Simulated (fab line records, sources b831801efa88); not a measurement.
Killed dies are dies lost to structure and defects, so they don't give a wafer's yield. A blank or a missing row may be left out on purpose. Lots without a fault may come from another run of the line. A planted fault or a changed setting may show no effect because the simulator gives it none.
A struck lot beside a sound one | flow sky130 | 22 steps out of a route of 708
Sound: wafers L843.3, L843.4, L843.6. Struck: wafers L851.2, L851.3, L851.6. The cause comes at the end.
At each step with rows: each side's tool, then ch and its chambers, then its first start. Under that, the readings that differ: sound wafers | struck wafers | difference of the means | sigmas: that difference in standard deviations of wafers without a fault.
alike: readings whose means differ by less than 2 such deviations, and words and numbers that are the same on both sides. not compared: withheld readings, readings that some wafer has no value for, bounds like >300 that may hide the same value, and numbers for which the record gives no deviation and whose values overlap.
The two part at a step that has a row with sigmas, a row that says differs or no value, or rows on one side only. Numbers that don't overlap but have no deviation are shown without sigmas and don't part them. A reading that every wafer of one side lacks parts them only if that side has two wafers or more.

first, 1 step without rows for these wafers: SKY_LOCAL_INTERCONNECT_CLEAN_18 (cleans in O3/DIW).
SKY_CONTACT_CVD_00: deposits Si3N4, target thk 75 nm.
  sound on pecvd-02 ch 0,1, day 30 18:53; struck on pecvd-04 ch 0,1,2, day 34 22:32
  alike: heater_power_w, rf_fwd_power_W
SKY_CONTACT_THK_MEAS_01:
  sound on film_metro-03, day 30 18:56; struck on film_metro-04, day 34 22:35
  reading                 | sound          | struck         | difference | sigmas
  CONTACT_CVD_00_THK (nm) | 75.4 77.8 77.6 | 73.3 75.3 75.5 | -2.2       | -2
then, 1 step without rows for these wafers: SKY_CONTACT_HDPCVD_02 (deposits SiO2, target thk 565 nm, time 94.2 s).
SKY_CONTACT_THK_MEAS_03:
  sound on film_metro-02, day 30 19:04; struck on film_metro-03, day 34 22:43
  alike: CONTACT_HDPCVD_THK
SKY_CONTACT_CMP_04: polishes SiO2.
  sound on cmp-02 ch 1,2, day 30 19:07; struck on cmp-02 ch 0,3, day 34 22:49
  reading             | sound         | struck         | difference | sigmas
  motor_current_A (A) | 10.7 9.8 10.8 | 14.3 13.9 13.6 | +3.5       | +3
  alike: edge_zone_pressure_frac, time_to_endpoint_s
SKY_CONTACT_BOW_MEAS_05:
  sound on film_metro-03, day 30 19:27; struck on film_metro-03, day 34 23:05
  alike: CONTACT_BOW
then, 5 steps without rows for these wafers: SKY_CONTACT_DEHYDRATE_06 (time 60 s); SKY_CONTACT_HMDS_07 (prime time 60 s); SKY_CONTACT_COAT_08 (resist thk 60 nm); SKY_CONTACT_COAT_09 (resist thk 450 nm); SKY_CONTACT_SOFTBAKE_10 (time 90 s).
SKY_CONTACT_EXPOSE_11: exposes mask CTM1, target cd 170 nm.
  sound on krf_scanner-02 ch 0, day 31 09:34; struck on krf_scanner-01 ch 0, day 35 11:47
  alike: mask
then, 2 steps without rows for these wafers: SKY_CONTACT_PEB_12; SKY_CONTACT_DEVELOP_13 (develop time 60 s).
SKY_CONTACT_CD_MEAS_14: target cd 170 nm.
  sound on cd_sem-01, day 31 22:48; struck on cd_sem-01, day 36 00:44
  alike: cd_nm
SKY_CONTACT_OVL_MEAS_15:
  sound on overlay-01, day 31 22:53; struck on overlay-02, day 36 00:50
  alike: CONTACT_OVL
SKY_CONTACT_ETCH_16: etches BARC in N2/H2, stops on SiO2, time 45.9 s, target depth 60 nm.
  sound on rie_diel-02 ch 1,3, day 31 22:55; struck on rie_diel-01 ch 0,3, day 36 00:52
  alike: drypump_motor_current_A, oes_product_au, rf_fwd_power_W, throttle_valve_pct
  not compared: rf_hours_counter_h, model.CONTACT.cd_nm
SKY_CONTACT_ETCH_17: etches SiO2 in C4F8/O2/Ar, stops on Si3N4, target depth 340 nm.
  sound on rie_diel-02 ch 1,3, day 31 22:58; struck on rie_diel-01 ch 0,3, day 36 00:55
  alike: oes_product_au, rf_fwd_power_W
SKY_CONTACT_ETCH_18: etches Si3N4 in CHF3/O2, stops on TiN, time 39 s, target depth 75 nm.
  sound on rie_diel-02 ch 1,3; struck on rie_diel-01 ch 0,3
  reading               | sound             | struck            | difference | sigmas
  oes_product_au (a.u.) | 0.859 0.874 0.876 | 0.836 0.861 0.856 | -0.019     | -2
  alike: chf3_flow_sccm, drypump_motor_current_A, rf_fwd_power_W, throttle_valve_pct
  not compared: rf_hours_counter_h, model.CONTACT.cd_nm
SKY_CONTACT_STRIP_19: strips in O2/N2.
  sound on plasma_asher-02 ch 0,1, day 31 23:05; struck on plasma_asher-03 ch 0,1, day 36 01:01
  alike: drypump_motor_current_A, oes_product_au, strip_time_to_endpoint_s
  not compared: rf_hours_counter_h
-- the record jumps here: 13 days lie between the struck wafers' starts before and after (it left off in module CONTACT and takes up again in module PAD_OPEN, whose first step shown is number 708 of the route) --
SKY_PAD_OPEN_PROBE_99:
  the record has rows for the struck wafers here (prober-02, day 49 03:13) and none for the sound ones

WHERE THEY PART
First at SKY_CONTACT_THK_MEAS_01; last, within this record, at SKY_PAD_OPEN_PROBE_99.

WHY: what the simulator had put in
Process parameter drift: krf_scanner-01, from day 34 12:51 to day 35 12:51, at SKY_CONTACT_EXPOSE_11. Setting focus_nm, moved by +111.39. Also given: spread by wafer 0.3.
